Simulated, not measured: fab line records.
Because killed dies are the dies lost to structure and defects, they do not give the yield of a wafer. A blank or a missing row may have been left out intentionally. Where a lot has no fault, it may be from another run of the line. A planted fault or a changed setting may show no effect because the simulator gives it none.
Struck lot and sound lot, side by side || flow gf180mcu || 15 out of 602 route steps
Sound: wafers L700.1, L700.3, L700.6. Struck: wafers L690.1, L690.3, L690.4. The cause comes at the end.
Order at every step that has rows: each side's tool, ch and its chambers, its first start. Under that, the readings that differ: sound wafers || struck wafers || difference of the means || sigmas: that difference in standard deviations of wafers without a fault.
alike: readings with means less than 2 such deviations apart, plus words and numbers identical on both sides. not compared: withheld readings, readings lacking a value on some wafer, bounds such as >300 that could conceal the same value, and numbers that have no deviation in the record and whose values overlap.
The two part at a step that has a row with sigmas, a row that says differs or no value, or rows on one side only. When numbers do not overlap yet have no deviation, they are printed without sigmas and do not part them. A reading missing from all wafers of one side parts the sides only when that side holds two or more wafers.

first, 6 steps without rows for these wafers: GF_PSD_HMDS_01 (prime time 60 s); GF_PSD_COAT_02 (resist thk 1000 nm); GF_PSD_SOFTBAKE_03 (time 60 s); GF_PSD_EXPOSE_04 (exposes mask Pplus, target cd 400 nm); GF_PSD_PEB_05; GF_PSD_DEVELOP_06 (develop time 60 s).
GF_PSD_CD_MEAS_07: target cd 400 nm.
  sound: cd-sem-01 at day 19 22:45; struck: cd-sem-01 at day 16 05:48
  alike: cd-nm
GF_PSD_OVL_MEAS_08:
  sound: overlay-01 at day 19 22:52; struck: overlay-02 at day 16 05:55
  alike: PSD_OVL
following that, these wafers have no rows for 1 step: GF_PSD_IMPLANT_09.
GF_PSD_STRIP_10: strips in O2/N2.
  sound on plasma-asher-04 ch 0,1, day 19 23:03; struck on plasma-asher-03 ch 0,1, day 16 06:07
  alike: drypump-motor-current-A, heater-power-w, oes-product-au, strip-time-to-endpoint-s
  not compared: rf-hours-counter-h
GF_PSD_TW_MEAS_11:
  sound: film-metro-01 at day 19 23:09; struck: film-metro-02 at day 16 06:13
{"reading": "PSD_TW", "sound": "3142 3158 3141", "struck": "3221 3215 3198", "difference": "+64", "sigmas": "+2"}
then, 1 step without rows for these wafers: GF_PSD_CLEAN_12 (cleans in SC1/SC2, time 150 s).
GF_PSD_RTA_13: time 20 s.
  sound on rtp-anneal-01 ch 0, day 19 23:22; struck on rtp-anneal-01 ch 0, day 16 06:22
{"reading": "lamp-power-pct (%)", "sound": "27.0 27.0 27.0", "struck": "30.3 30.2 30.3", "difference": "+3.3", "sigmas": "+2"}
{"reading": "wafer_temp_C_max", "sound": "1030.2 1029.3 1028.2", "struck": "1071.3 1072.4 1071.5", "difference": "+42.5", "sigmas": "+49"}
  alike: chamber-o2-ppm
GF_PSD_RS_MEAS_14: the measuring method here is four-point-probe.
  sound: film-metro-01 at day 19 23:26; struck: film-metro-01 at day 16 06:44
{"reading": "NSD_RS (ohm/sq)", "sound": "46.22 46.18 46.18", "struck": "39.93 39.91 40.00", "difference": -6.25, "sigmas": -73}
  not compared: hold
GF_PASSIVATION_PROBE_99:
  sound wafers here have rows in the record (prober-02, day 33 12:26); struck ones have none

WHERE THEY PART
First at GF_PSD_TW_MEAS_11; last, within this record, at GF_PASSIVATION_PROBE_99.

WHY: the cause the simulator had injected
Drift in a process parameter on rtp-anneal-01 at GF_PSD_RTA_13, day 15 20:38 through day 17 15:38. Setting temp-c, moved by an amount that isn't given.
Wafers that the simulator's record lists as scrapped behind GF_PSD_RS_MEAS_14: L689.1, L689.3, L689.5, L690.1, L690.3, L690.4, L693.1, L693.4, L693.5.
